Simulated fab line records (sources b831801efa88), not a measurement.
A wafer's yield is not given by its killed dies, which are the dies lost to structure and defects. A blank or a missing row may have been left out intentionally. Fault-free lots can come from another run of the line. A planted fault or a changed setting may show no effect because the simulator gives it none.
Chamber matching | flow gf180mcu | pecvd-02 running GF_PASSIVATION_CVD_00: 3 sister chambers
The step deposits SiO2 from TEOS, target thk 1000 nm, time 111.95 s. 24 wafers are shown with their chamber, then 12 later ones without.

== EACH WAFER AND ITS CHAMBER ==
wafer  | chamber | heater power outer w (W) | heater power w (W) | susceptor temp C (C)
L075.1 | 1       | 455                      | 772                | 400.05
L075.5 | 0       | 338                      | 592                | 400.20
L075.6 | 1       | 342                      | 634                | 399.96
L077.1 | 1       | 453                      | 760                | 399.86
L077.3 | 2       | 234                      | 571                | 400.13
L077.5 | 1       | 340                      | 593                | 399.77
L079.1 | 1       | 371                      | 634                | 399.53
L079.2 | 0       | 317                      | 599                | 399.94
L079.3 | 2       | 344                      | 691                | 400.34
L081.2 | 2       | 300                      | 659                | 400.25
L081.3 | 0       | 250                      | 474                | 399.98
L081.4 | 2       | 328                      | 702                | 400.09
L084.2 | 2       | 309                      | 681                | 399.78
L084.3 | 0       | 282                      | 508                | 400.04
L084.4 | 1       | 343                      | 620                | 399.85
L086.1 | 1       | 393                      | 679                | 399.71
L086.3 | 0       | 336                      | 590                | 399.87
L086.6 | 1       | 433                      | 741                | 399.88
L089.3 | 0       | 292                      | 529                | 399.98
L089.4 | 1       | 442                      | 758                | 399.95
L089.6 | 2       | 233                      | 571                | 399.51
L090.2 | 1       | 389                      | 668                | 400.13
L090.3 | 2       | 279                      | 607                | 400.36
L090.4 | 1       | 428                      | 713                | 400.15

SIGNATURES, as means of the wafers listed above
reading              | chamber 0 | chamber 1 | chamber 2 | scatter within a chamber
heater power outer w | 302.50    | 399.00    | 289.57    | 42.5
heater power w       | 548.67    | 688.36    | 640.29    | 59.1
susceptor temp C     | 400.0017  | 399.8945  | 400.0657  | 0.217
Rule: a wafer's distance from a chamber is the root of the sum, over the readings, of the square of ((its reading less the chamber's mean) divided by the reading's scatter). If the next closest chamber is less than 2 further off than the closest, the wafer can't be placed; otherwise it belongs to the closest. The scatter: the root of (the sum of the squares of (reading less its chamber's mean) over the shown wafers, divided by (wafers less chambers)).

== WAFERS MISSING THEIR CHAMBER ==
wafer  | heater power outer w (W) | heater power w (W) | susceptor temp C (C)
L091.1 | 338                      | 725                | 400.26
L091.4 | 319                      | 580                | 399.83
L091.6 | 428                      | 755                | 400.06
L092.1 | 389                      | 674                | 399.94
L092.3 | 321                      | 579                | 400.31
L092.6 | 240                      | 478                | 400.07
L094.2 | 301                      | 544                | 399.86
L094.3 | 435                      | 712                | 400.05
L094.6 | 295                      | 673                | 400.06
L097.1 | 378                      | 666                | 399.85
L097.3 | 309                      | 546                | 400.04
L097.4 | 334                      | 605                | 399.93

== THE CHAMBER EACH PASSED THROUGH ==
wafer  | from the rows above          | in truth
L091.1 | can't be placed: 2 or 1 or 0 | 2
L091.4 | can't be placed: 0 or 2 or 1 | 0
L091.6 | 1                            | 1
L092.1 | 1                            | 1
L092.3 | can't be placed: 0 or 2 or 1 | 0
L092.6 | can't be placed: 0 or 2      | 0
L094.2 | can't be placed: 0 or 2      | 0
L094.3 | 1                            | 1
L094.6 | can't be placed: 2 or 0      | 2
L097.1 | can't be placed: 1 or 2      | 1
L097.3 | can't be placed: 0 or 2      | 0
L097.4 | can't be placed: 0 or 2 or 1 | 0
Placed correctly: 3 of 12. Can't be placed from these rows: 9 (the true chamber is among the candidates in 9). Number placed wrongly: 0.
